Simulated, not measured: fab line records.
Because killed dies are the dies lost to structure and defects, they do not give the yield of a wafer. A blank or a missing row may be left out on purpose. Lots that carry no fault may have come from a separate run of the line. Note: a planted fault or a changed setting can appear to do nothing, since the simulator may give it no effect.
Comparing a struck lot with a sound one | flow sky130 | 16 steps out of a route of 708
Sound: these wafers, L550.1, L550.5, L550.6. Wafers L565.2, L565.4, L565.5 were the ones struck. At the end, the cause is stated.
For every step that has rows: the tool of each side, followed by ch and its chambers, followed by its first start. Under that, the readings that differ: sound wafers | struck wafers | difference of the means | sigmas: that difference in standard deviations of wafers without a fault.
alike: words and numbers the same on both sides, and readings whose means are apart by under 2 such deviations; not compared: readings that were withheld, readings missing a value for some wafer, numbers with overlapping values and no deviation given by the record, and bounds like >300 which may hide the same value.
A row with sigmas, a row that says differs or no value, or rows on one side alone: a step with any of these is where the two part. Numbers that don't overlap but have no deviation are shown without sigmas and don't part them. A reading missing from all wafers of one side parts the sides only when that side holds two or more wafers.

SKY_VT_ADJUST_HVTR_OVL_MEAS_08:
  sound on overlay-02, day 11 09:22; struck on overlay-01, day 15 09:01
  reading                 | sound       | struck        | difference | sigmas
  VT_ADJUST_HVTR_OVL (nm) | 2.1 1.1 1.4 | -0.7 0.6 -2.2 | -2.3       | -2
after that, 1 step had no rows for these wafers: SKY_VT_ADJUST_HVTR_IMPLANT_09.
SKY_VT_ADJUST_HVTR_STRIP_10: strips in O2/N2.
  sound on plasma-asher-04 ch 0,1, day 11 09:32; struck on plasma-asher-03 ch 0, day 15 09:11
  reading                     | sound          | struck         | difference | sigmas
  drypump-motor-current-A (A) | 5.79 5.80 5.41 | 5.30 5.26 5.26 | -0.39      | -2
  alike: oes-product-au, strip-time-to-endpoint-s
  not compared: rf-hours-counter-h
SKY_VT_ADJUST_HVTR_TW_MEAS_11:
  sound on film-metro-03, day 11 09:38; struck on film-metro-01, day 15 09:18
  alike: VT_ADJUST_HVTR_TW
then, 7 steps without rows for these wafers: SKY_VT_ADJUST_PCH_DEHYDRATE_00 (time 60 s); SKY_VT_ADJUST_PCH_HMDS_01 (prime time 60 s); SKY_VT_ADJUST_PCH_COAT_02 (resist thk 3000 nm); SKY_VT_ADJUST_PCH_SOFTBAKE_03; SKY_VT_ADJUST_PCH_EXPOSE_04 (exposes mask NWM, target cd 840 nm); SKY_VT_ADJUST_PCH_PEB_05; SKY_VT_ADJUST_PCH_DEVELOP_06 (develop time 60 s).
SKY_VT_ADJUST_PCH_OVL_MEAS_07:
  sound on overlay-01, day 12 09:38; struck on overlay-01, day 16 12:28
  alike: VT_ADJUST_PCH_OVL
SKY_VT_ADJUST_PCH_IMPLANT_08:
  sound on implanter-04 ch 0, day 12 09:40; struck on implanter-03 ch 0, day 16 12:32
  reading            | sound                        | struck                        | difference | sigmas
  dose-ions-cm2      | 4.991e+11 4.997e+11 4.99e+11 | 2.178e+11 2.167e+11 2.166e+11 | -2.822e+11 | -99 or more
  faraday-current-uA | 2.87 2.86 2.89               | 1.28 1.24 1.19                | -1.64      | -31
  alike: beam-energy-keV
SKY_VT_ADJUST_PCH_STRIP_09: strips in O2/N2.
  sound on plasma-asher-01 ch 0,1, day 12 09:49; struck on plasma-asher-02 ch 0, day 16 12:39
  reading                     | sound       | struck      | difference | sigmas
  drypump-motor-current-A (A) | 5.3 5.3 5.4 | 6.4 6.4 6.4 | +1.1       | +3
  alike: oes-product-au, strip-time-to-endpoint-s
  not compared: rf-hours-counter-h
SKY_VT_ADJUST_PCH_TW_MEAS_10:
  sound on film-metro-02, day 12 09:55; struck on film-metro-04, day 16 12:59
  reading          | sound             | struck            | difference | sigmas
  VT_ADJUST_PCH_TW | 140.1 140.8 140.3 | 115.3 116.1 115.5 | -24.8      | -19
  not compared: hold
-- a jump in the record: the struck wafers' starts before and after are 34 days apart (it breaks off in module VT_ADJUST_PCH and resumes in module PAD_OPEN, where the first step shown is number 708 of the route) --
SKY_PAD_OPEN_PROBE_99:
  sound on prober-02, day 47 09:50; struck on prober-02, day 50 11:23
  reading                                   | sound                        | struck                       | difference | sigmas
  model.etest.nfet_16v.r-on-ohm-um          | 1.439e+04 1.437e+04 1.44e+04 | 1.381e+04 1.39e+04 1.372e+04 | -5.767e+02 |
  model.etest.pfet-g5v0d10v5.r-on-ohm-um    | 4751 4744 4670               | 4957 4985 4975               | +251       |
  model.etest.pfet-g5v0d10v5.drive-ua-um    | 343.8 345.4 350.7            | 325.5 324.9 324.4            | -21.7      |
  model.etest.pfet_01v8_lvt.drive-ua-um     | 177.8 177.5 179.9            | 168.7 169.7 169              | -9.3       |
  model.etest.pfet_16v.drive-ua-um          | 251.9 250 251.5              | 237.2 236.1 236.2            | -14.6      |
  model.etest.pfet_01v8_lvt.off-log10-a-um  | -8.757 -8.643 -8.658         | -9.823 -9.727 -9.762         | -1.085     |
  model.etest.pfet-g5v0d10v5.off-log10-a-um | -12.25 -11.87 -11.83         | -13.69 -13.49 -13.5          | -1.58      |
  model.etest.ring_5v.delay-ps              | 44.34 43.52 43.75            | 45.57 45.33 45.64            | +1.64      |
  alike: killed_at_M0_to_M3, killed_at_M4_up, killed-at-contacts, killed-at-front-end, killed-at-other, killed-dies, killed-open, killed-short

== WHERE THEY PART ==
Earliest at SKY_VT_ADJUST_HVTR_OVL_MEAS_08; latest, in this record, at SKY_VT_ADJUST_PCH_TW_MEAS_10. Later steps at which nothing parts them and some readings are alike: SKY_PAD_OPEN_PROBE_99.

WHY: what the simulator had put in
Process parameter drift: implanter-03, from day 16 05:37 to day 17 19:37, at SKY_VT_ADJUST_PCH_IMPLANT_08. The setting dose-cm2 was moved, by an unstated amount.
